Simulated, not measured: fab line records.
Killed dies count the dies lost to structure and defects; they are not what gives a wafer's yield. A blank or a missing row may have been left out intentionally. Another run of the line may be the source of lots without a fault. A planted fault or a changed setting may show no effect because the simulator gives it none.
Chamber matching ; flow gf180mcu ; 4 sister chambers for GF_CONTACT_CMP_27 on cmp-02
The step polishes, stops on SiO2, t overpolish 15 s, target thk 0 nm. 16 wafers are shown with their chamber, then 8 later ones without.

WAFERS PAIRED WITH THEIR CHAMBERS
wafer;chamber;motor_current_A (A);retaining_ring_pressure_frac;overpolish_run_s (s)
L166.1;1;11.1;0.998;15.000
L166.2;0;11.8;1.000;14.993
L166.4;3;10.6;0.996;14.982
L170.1;1;11.4;0.994;14.998
L170.2;0;11.6;0.992;15.011
L170.4;2;10.0;1.000;15.002
L171.1;1;11.4;1.000;15.005
L171.2;0;11.2;0.993;15.007
L171.5;3;11.2;1.005;14.986
L175.3;3;10.6;1.006;14.994
L175.4;2;10.7;1.002;14.983
L175.6;0;11.4;0.987;15.011
L184.2;1;11.2;1.005;14.999
L184.3;3;11.1;0.997;15.005
L184.5;2;10.5;1.003;15.010
L186.1;0;12.3;1.002;15.003

SIGNATURES (averages over the wafers above)
reading;chamber 0;chamber 1;chamber 2;chamber 3;scatter within a chamber
motor_current_A;11.660;11.275;10.400;10.875;0.335
retaining_ring_pressure_frac;0.99480;0.99925;1.00167;1.00100;0.005
overpolish_run_s;15.00500;15.00050;14.99833;14.99175;0.00888
Rule: for a wafer and a chamber, the distance is found by dividing, reading by reading, the gap between the wafer's reading and the chamber's mean by the reading's scatter, squaring, summing and taking the root. If the next closest chamber is less than 2 further off than the closest, the wafer can't be placed; otherwise it belongs to the closest. The scatter is the square root of a quotient: the sum, over the shown wafers, of each reading's squared deviation from its chamber's mean, divided by wafers minus chambers.

WAFERS WITH NO CHAMBER GIVEN
wafer;motor_current_A (A);retaining_ring_pressure_frac;overpolish_run_s (s)
L186.2;11.0;0.996;15.003
L186.4;10.7;1.001;15.005
L187.1;10.1;1.005;15.020
L187.2;11.3;1.001;15.010
L187.6;10.7;0.997;15.007
L188.2;12.3;0.999;14.997
L188.3;11.4;0.995;14.997
L188.5;10.6;1.006;15.023

CHAMBER TAKEN BY EACH
wafer;from the rows above;in truth
L186.2;can't be placed: 1 or 3 or 0 or 2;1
L186.4;can't be placed: 2 or 3 or 1 or 0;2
L187.1;can't be placed: 2 or 3 or 1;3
L187.2;can't be placed: 1 or 0 or 3 or 2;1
L187.6;can't be placed: 2 or 1 or 3 or 0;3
L188.2;can't be placed: 0 or 1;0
L188.3;can't be placed: 1 or 0 or 3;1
L188.5;can't be placed: 2 or 1 or 3 or 0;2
Correct placement for 0 of the 8. These rows do not allow placing 8 (true chamber among the candidates in 8). 0 placed wrongly.
